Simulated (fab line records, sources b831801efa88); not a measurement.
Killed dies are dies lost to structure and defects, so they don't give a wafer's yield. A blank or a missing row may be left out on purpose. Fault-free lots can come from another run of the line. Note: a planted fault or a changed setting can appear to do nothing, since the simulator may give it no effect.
Chamber matching	flow gf180mcu	GF_MIM_CVD_05 on pecvd-01 has 3 sister chambers
The step deposits Si3N4, target thk 42 nm, time 29.086 s. 18 wafers are shown with their chamber, then 9 later ones without.

## EACH WAFER AND ITS CHAMBER
wafer	chamber	heater-power-w (W)
L074.2	1	703
L074.5	0	757
L074.6	2	792
L077.1	1	616
L077.5	0	768
L077.6	1	599
L079.3	2	694
L079.5	2	711
L079.6	0	636
L087.1	2	765
L087.5	0	696
L087.6	1	583
L088.1	1	600
L088.3	0	713
L088.5	1	591
L090.3	0	732
L090.4	2	770
L090.5	0	751

SIGNATURES (averages over the wafers above)
reading	chamber 0	chamber 1	chamber 2	scatter within a chamber
heater-power-w	721.86	615.33	746.40	44.2
Rule: a wafer lies at a distance from a chamber equal to the root of the sum of squares, over the readings, of (its reading less the chamber's mean, divided by the reading's scatter). The wafer belongs to the nearest chamber; if the next one is less than 2 further off, it can't be placed. The scatter: take each reading less its chamber's mean, square it, sum over the shown wafers, divide by the number of wafers less the number of chambers, and take the root.

## WAFERS MISSING THEIR CHAMBER
wafer	heater-power-w (W)
L092.1	622
L092.5	640
L092.6	732
L093.2	702
L093.4	699
L093.6	664
L097.2	731
L097.4	628
L097.5	719

## CHAMBER TAKEN BY EACH
wafer	from the rows above	in truth
L092.1	1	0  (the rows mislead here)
L092.5	can't be placed: 1 or 0 or 2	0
L092.6	can't be placed: 0 or 2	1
L093.2	can't be placed: 0 or 2 or 1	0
L093.4	can't be placed: 0 or 2 or 1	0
L093.6	can't be placed: 1 or 0 or 2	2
L097.2	can't be placed: 0 or 2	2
L097.4	can't be placed: 1 or 0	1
L097.5	can't be placed: 0 or 2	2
Placed correctly: 0 of 9. Unplaceable from these rows: 8, with the true chamber sitting among the candidates in 7. Wrongly placed: 1.
